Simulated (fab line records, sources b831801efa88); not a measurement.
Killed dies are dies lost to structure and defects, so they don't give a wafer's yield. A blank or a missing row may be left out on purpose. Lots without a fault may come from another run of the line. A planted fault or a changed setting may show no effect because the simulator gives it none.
fab line records | flow sfq_line
record lots=15 wafers=45 last_day=84
route steps=325 shown I1@73 I5@237 M7@291 I7@296
lots that met no fault: from a run of the same line without faults
start_h: hours from the record's first day to the start of the lot's first wafer shown | wait_h: hours since the lot's step before | " the same as in the row above | L1.1+2: a row that stands for several wafers | - no value, or no start given | * or withheld: withheld | < > ~ a bound
route shown NAME@n: a module of which the file shows steps, and the number in the route of the first | usual: mean/standard deviation of fault-free wafers | same: alike in all rows | chamber/n: place in a boat | sites: the reading at each site | _std_site: their standard deviation | _edge_site: outer sites' mean less inner sites' | radius_mm: how far each site lies from the wafer's centre | mask NAME#n: copy n | behind: the tool/chamber that last shaped the wafer | hold: why the lot was held/for how many hours/how that ended | device: the transistor (n, p or np) that didn't switch | end of line: the same wafers' tests at the end of the route | a step without rows: its recipe alone | killed: dies lost to structure and defects at the first sort, not the wafer's yield | map: a wafer's dies, x killed, . not, _ none there
set.NAME: the setting as run; set.NAME@STEP: as run at that earlier step | model.NAME: the simulator's own value behind a step, which no gauge read
steps of the route over a sample of lots; a table a step, a row a wafer
services: from which hour (start_h, from the record's first day; less than 0 if before it) a tool's chamber was out of use, for how many hours, and why
## steps
# step SFQ_TRILAYER_I1_DEP_PECVD_045
# recipe material=SiO2 temp_c=150 time_s=111.11 pressure_torr=2.4 rf_w=183.3 precursor=SiH4/N2O target_thk_nm=500
# usual heater_power_w=99/22 run_length_s=139.1/0.63 throttle_valve_pct=25.0/1.8
# columns lot.wafer tool chamber start_h wait_h heater_power_w run_length_s throttle_valve_pct
L539.2 pecvd-01 1 282.81 0.0 81 139.6 22.2
L539.5 " 1 " " 83 139.3 22.6
L539.6 " 2 " " 85 138.3 22.2
L542.2 pecvd-02 2 308.37 0.0 93 138.4 24.6
L542.3 " 1 " " 130 138.5 25.3
L542.4 " 2 " " 97 138.8 24.6
L544.2 pecvd-02 2 322.37 0.0 102 138.5 24.4
L544.4 " 2 " " 86 139.1 24.7
L544.5 " 0 " " 125 139.8 24.4
L547.2 pecvd-02 1 340.37 0.0 119 134.7 25.4
L547.3 " 0 " " 104 135.9 24.5
L547.6 " 1 " " 121 135.0 25.3
L548.3 pecvd-02 2 356.74 0.0 98 134.9 24.7
L548.5 " 0 " " 113 135.9 24.5
L548.6 " 1 " " 127 135.0 25.2
L549.2 pecvd-02 0 364.72 0.0 114 136.0 24.6
L549.5 " 1 " " 125 134.5 25.3
L549.6 " 2 " " 93 134.7 24.7
L552.1 pecvd-01 1 390.69 0.0 80 139.9 22.6
L552.2 " 2 " " 93 138.9 22.1
L552.6 " 0 " " 56 138.8 23.6
L555.1 pecvd-03 1 417.99 0.0 79 138.0 26.1
L555.3 " 2 " " 82 139.0 28.9
L555.5 " 0 " " 125 140.0 26.1
L556.2 pecvd-02 2 427.39 0.0 90 138.6 24.6
L556.4 " 1 " " 124 139.4 25.7
L556.6 " 2 " " 94 138.7 24.9
L557.3 pecvd-01 0 433.39 0.0 60 138.8 23.8
L557.4 " 0 " " 62 138.9 24.0
L557.6 " 1 " " 87 139.1 22.5
L558.4 pecvd-02 0 437.03 0.0 120 139.8 25.0
L558.5 " 2 " " 97 138.8 24.7
L558.6 " 1 " " 123 139.1 25.7
L559.1 pecvd-02 0 444.45 0.0 124 139.9 25.2
L559.5 " 1 " " 128 138.9 25.7
L559.6 " 0 " " 108 140.0 24.7
L560.2 pecvd-03 0 448.57 0.0 137 140.5 26.5
L560.4 " 0 " " 135 140.2 26.5
L560.5 " 1 " " 81 138.4 25.9
L561.2 pecvd-03 0 460.99 0.0 137 139.6 26.8
L561.3 " 2 " " 75 139.5 29.3
L561.5 " 1 " " 78 138.3 26.2
L562.1 pecvd-01 1 465.37 0.0 80 139.7 22.6
L562.4 " 1 " " 86 139.6 22.6
L562.5 " 2 " " 79 138.5 22.4
# step SFQ_TRILAYER_I5_ETCH_VIA_ETCH_147
# recipe stop_on=Nb mask_material=PR chemistry=CHF3 target_depth_nm=360 source_w=500 bias_w=80 pressure_mtorr=30 time_s=withheld
# usual drypump_motor_current_A=5.6/0.35 oes_product_au=0.987/0.0065
# columns lot.wafer tool chamber start_h wait_h drypump_motor_current_A oes_product_au
L539.2 rie_diel-02 3 1405.47 0.0 5.3 0.980
L539.5 " 2 " " 4.9 0.996
L539.6 " 3 " " 5.3 0.989
L542.2 rie_diel-02 0 1442.34 0.0 5.5 0.985
L542.3 " 3 " " 5.4 0.991
L542.4 " 2 " " 5.0 0.988
L544.2 rie_diel-03 1 1450.74 0.0 5.7 0.989
L544.4 " 2 " " 5.8 0.986
L544.5 " 0 " " 5.4 0.995
L547.2 rie_diel-01 2 1474.74 0.0 5.8 0.985
L547.3 " 3 " " 5.9 0.999
L547.6 " 0 " " 6.1 0.989
L548.3 rie_diel-01 1 1496.34 0.0 5.1 0.995
L548.5 " 0 " " 6.1 0.986
L548.6 " 1 " " 5.1 0.985
L549.2 rie_diel-02 2 1505.94 0.0 4.9 0.993
L549.5 " 2 " " 5.0 0.993
L549.6 " 1 " " 5.7 0.992
L552.1 rie_diel-01 3 1537.27 0.0 5.9 0.988
L552.2 " 0 " " 6.1 0.991
L552.6 " 3 " " 5.9 0.982
L555.1 rie_diel-01 0 1586.47 0.0 6.1 0.982
L555.3 " 3 " " 5.9 0.983
L555.5 " 0 " " 6.1 0.981
L556.2 rie_diel-03 1 1588.87 0.0 5.6 0.992
L556.4 " 2 " " 5.8 0.985
L556.6 " 2 " " 5.8 0.990
L557.3 rie_diel-02 2 1599.79 0.0 4.9 0.979
L557.4 " 1 " " 5.7 0.995
L557.6 " 0 " " 5.5 0.990
L558.4 rie_diel-02 1 1636.67 0.0 5.7 0.994
L558.5 " 3 " " 5.3 0.989
L558.6 " 0 " " 5.5 0.992
L559.1 rie_diel-01 3 1639.07 0.0 5.9 0.985
L559.5 " 0 " " 6.1 0.972
L559.6 " 1 " " 5.0 0.979
L560.2 rie_diel-01 0 1645.07 0.0 6.1 0.962
L560.4 " 3 " " 5.9 0.986
L560.5 " 1 " " 5.1 0.983
L561.2 rie_diel-03 0 1653.47 0.0 5.4 0.990
L561.3 " 3 " " 5.8 1.008
L561.5 " 1 " " 5.6 0.986
L562.1 rie_diel-02 0 1654.67 0.0 5.5 0.997
L562.4 " 3 " " 5.4 0.989
L562.5 " 1 " " 5.7 0.983
# step SFQ_M7_OVL_MEAS_945
# usual M7_OVL=-1/5.2
# columns lot.wafer tool chamber start_h wait_h M7_OVL[nm]
L539.2 overlay-02 - 1652.11 0.1 0
L539.5 " - " " -2
L539.6 " - " " 2
L542.2 overlay-02 - 1685.83 0.1 -5
L542.3 " - " " 8
L542.4 " - " " -6
L544.2 overlay-02 - 1692.05 0.1 -6
L544.4 " - " " -3
L544.5 " - " " 2
L547.2 overlay-01 - 1708.25 0.1 -4
L547.3 " - " " -6
L547.6 " - " " -9
L548.3 overlay-02 - 1815.92 0.1 3
L548.5 " - " " -5
L548.6 " - " " 5
L549.2 overlay-01 - 1829.12 0.1 -6
L549.5 " - " " 7
L549.6 " - " " 3
L552.1 overlay-01 - 1847.21 0.1 0
L552.2 " - " " 8
L552.6 " - " " 9
L555.1 overlay-02 - 1882.53 0.1 0
L555.3 " - " " 3
L555.5 " - " " -1
L556.2 overlay-02 - 1886.13 0.1 -11
L556.4 " - " " 1
L556.6 " - " " 1
L557.3 overlay-02 - 1896.94 0.1 8
L557.4 " - " " 1
L557.6 " - " " 0
L558.4 overlay-02 - 1922.88 0.1 4
L558.5 " - " " 1
L558.6 " - " " 3
L559.1 overlay-01 - 1925.27 0.1 -1
L559.5 " - " " 4
L559.6 " - " " -6
L560.2 overlay-02 - 1926.47 0.1 2
L560.4 " - " " 3
L560.5 " - " " -7
L561.2 overlay-01 - 1928.87 0.1 -6
L561.3 " - " " 5
L561.5 " - " " 1
L562.1 overlay-01 - 1932.47 0.1 3
L562.4 " - " " 1
L562.5 " - " " 2
# step SFQ_TRILAYER_I7_DEP_PECVD_183
# recipe material=SiO2 temp_c=150 time_s=111.11 pressure_torr=2.4 rf_w=183.3 precursor=SiH4/N2O target_thk_nm=500
# usual heater_power_w=96/22 run_length_s=139.0/0.69 throttle_valve_pct=25.3/1.2
# columns lot.wafer tool chamber start_h wait_h heater_power_w run_length_s throttle_valve_pct
L539.2 pecvd-04 0 1653.36 0.0 64 139.8 25.4
L539.5 " 0 " " 69 139.7 25.6
L539.6 " 1 " " 111 138.4 27.0
L542.2 pecvd-04 1 1686.82 0.0 103 138.0 27.1
L542.3 " 2 " " 82 138.4 23.6
L542.4 " 1 " " 107 138.4 27.1
L544.2 pecvd-03 2 1693.06 0.0 75 139.0 26.6
L544.4 " 0 " " 135 139.8 23.8
L544.5 " 2 " " 78 139.4 26.6
L547.2 pecvd-02 1 1709.24 0.0 112 138.6 24.1
L547.3 " 2 " " 98 138.8 24.5
L547.6 " 2 " " 103 139.5 24.4
L548.3 pecvd-04 0 1816.91 0.0 73 140.0 25.7
L548.5 " 0 " " 77 139.4 25.8
L548.6 " 2 " " 81 138.9 23.9
L549.2 pecvd-04 2 1830.11 0.0 81 138.5 23.6
L549.5 " 0 " " 80 139.5 25.4
L549.6 " 2 " " 82 138.4 23.5
L552.1 pecvd-04 0 1848.20 0.0 65 139.7 25.6
L552.2 " 1 " " 102 138.6 26.9
L552.6 " 2 " " 79 137.9 23.6
L555.1 pecvd-02 0 1883.52 0.0 121 139.8 25.0
L555.3 " 1 " " 124 138.9 24.8
L555.5 " 0 " " 121 139.9 25.0
L556.2 pecvd-03 2 1887.12 0.0 79 138.7 27.1
L556.4 " 2 " " 81 138.8 27.1
L556.6 " 1 " " 67 138.7 25.3
L557.3 pecvd-02 2 1898.10 0.0 105 138.7 25.4
L557.4 " 0 " " 129 139.7 24.7
L557.6 " 2 " " 107 138.4 25.5
L558.4 pecvd-02 0 1924.08 0.0 127 140.3 24.8
L558.5 " 1 " " 113 138.9 24.8
L558.6 " 0 " " 126 140.1 25.1
L559.1 pecvd-04 1 1926.26 0.0 111 138.1 27.1
L559.5 " 0 " " 76 139.8 25.6
L559.6 " 1 " " 90 138.1 27.0
L560.2 pecvd-03 2 1928.25 0.0 80 138.6 26.9
L560.4 " 1 " " 64 138.2 25.3
L560.5 " 0 " " 141 139.9 24.9
L561.2 pecvd-02 1 1929.86 0.0 110 138.9 24.7
L561.3 " 2 " " 110 139.1 25.5
L561.5 " 2 " " 113 139.6 25.8
L562.1 pecvd-03 0 1933.46 0.0 136 139.5 24.4
L562.4 " 0 " " 137 140.0 24.5
L562.5 " 1 " " 69 138.1 25.3
## services
# columns tool chamber start_h hours kind
pecvd-03 - 286.24 2.7 repair
pecvd-03 2 319.49 10.5 repair
pecvd-02 - 352.56 2.8 pm
pecvd-03 - 439.49 6.0 pm
pecvd-03 - 445.49 2.8 pm
pecvd-03 2 466.41 21.9 repair
pecvd-02 0 473.56 7.9 repair
pecvd-02 - 516.53 1.0 repair
pecvd-02 0 598.71 23.1 repair
pecvd-02 2 763.20 9.0 repair
pecvd-03 - 820.14 14.6 pm
pecvd-02 2 827.23 6.8 repair
pecvd-02 - 1049.51 4.7 repair
pecvd-02 1 1125.75 16.4 repair
pecvd-02 - 1195.57 1.2 repair
pecvd-02 2 1228.45 23.2 repair
pecvd-02 - 1316.75 14.0 pm
pecvd-02 - 1448.56 2.8 pm
pecvd-02 - 1495.75 14.6 pm
pecvd-02 - 1543.28 1.0 repair
pecvd-02 - 1706.22 2.7 repair
pecvd-02 2 1733.72 27.4 repair
pecvd-02 0 1914.75 4.9 repair
pecvd-02 2 1917.47 8.5 repair
## key
first_sign step=SFQ_TRILAYER_I1_DEP_PECVD_045 reading=run_length_s direction=down sigmas=6.2 usual=* struck=*
effect none on later readings
met_at SFQ_TRILAYER_I1_DEP_PECVD_045
struck_lots L547,L548,L549
not_acting_at SFQ_TRILAYER_I5_ETCH_VIA_ETCH_147,SFQ_M7_OVL_MEAS_945,SFQ_TRILAYER_I7_DEP_PECVD_183
onset_between 322.37 340.37
fault kind=process_parameter_drift tool=pecvd-02 chamber=- onset_h=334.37 steps=SFQ_TRILAYER_I1_DEP_PECVD_045 channel=time_s offset=* shape=step end_h=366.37 acts_in=* stated=*
